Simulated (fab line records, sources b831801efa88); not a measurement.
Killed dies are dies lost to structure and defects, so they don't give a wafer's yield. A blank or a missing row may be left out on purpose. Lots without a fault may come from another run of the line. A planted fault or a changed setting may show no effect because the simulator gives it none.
One fault seen from 2 desks | flow gf180mcu | each desk has only its own numbers; what lay behind them comes last

THE METROLOGY DESK
What the gauges read, lot by lot, whatever tool the lot ran on: means of the sampled wafers that have a number. A lot is out of limits, marked OUT, if its mean lies more than 4 standard deviations from the usual mean; the brackets give that distance.
Columns: A = cd_nm at GF_TOP_METAL_CD_MEAS_14, usual 439.4 nm; B = PASSIVATION_CVD_00_THK at GF_PASSIVATION_THK_MEAS_01, usual 1002 nm
lot  | first seen here | A                | B
L555 | day 28 05:13    | 438.8            | 1011
L556 | day 28 07:16    | 435.1            | 1004
L557 | day 28 14:46    | 435.9            | 994
L560 | day 29 12:13    | 440.8            | 998
L563 | day 30 11:20    | 439.6            | 1003
L564 | day 31 03:25    | 441.0            | 1002
L570 | day 32 13:54    | 424.7 (-5.9) OUT | 1011
L571 | day 32 22:11    | 422.1 (-6.9) OUT | 1001
L572 | day 32 22:34    | 444.3            | 1008
L573 | day 33 02:53    | 422.3 (-6.9) OUT | 1007
L575 | day 33 12:37    | 443.9            | 991
L578 | day 34 07:59    | 439.8            | 1026
This desk's finding: out of limits on L570, L571, L573; first on L570, day 32 13:54 (cd_nm at GF_TOP_METAL_CD_MEAS_14). In limits: L555, L556, L557, L560, L563, L564, L572, L575, L578.

THE TOOL OWNER'S DESK: iline_stepper-02
The tool's own readings at GF_TOP_METAL_EXPOSE_11 (exposes mask MetalTop, target cd 440 nm): means of the sampled wafers that have a number, for each lot that ran on this tool. A lot is out of limits, marked OUT, if its mean lies more than 4 standard deviations from the usual mean; the brackets give that distance.
Columns: A = exposure_dose_mJ_cm2 at GF_TOP_METAL_EXPOSE_11, usual 169.90
lot  | first seen here | A
L555 | day 27 19:41    | 169.86
L556 | day 27 21:58    | 170.00
L557 | day 28 05:49    | 170.03
L564 | day 30 18:50    | 170.25
L570 | day 32 05:38    | 181.22 (+60) OUT
L571 | day 32 14:20    | 178.84 (+47) OUT
L573 | day 32 18:59    | 179.00 (+48) OUT
This desk's finding: out of limits on L570, L571, L573; first on L570, day 32 05:38 (exposure_dose_mJ_cm2 at GF_TOP_METAL_EXPOSE_11). In limits: L555, L556, L557, L564.

PUT TOGETHER
The tool owner's desk could have raised an alarm at day 32 05:38, on L570, L571, L573.
The metrology desk could have raised an alarm at day 32 13:54, on L570, L571, L573.
Of the lots named, all ran GF_TOP_METAL_EXPOSE_11 on iline_stepper-02.

WHAT THE SIMULATOR HAD PUT IN
Process parameter drift: iline_stepper-02, from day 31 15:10 on, at GF_TOP_METAL_EXPOSE_11. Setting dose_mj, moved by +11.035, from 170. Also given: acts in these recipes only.
Lots struck among those shown: L570, L571, L573.
Hours from the fault's start to each desk's first reading out of limits: the tool owner's desk, 14; the metrology desk, 23.
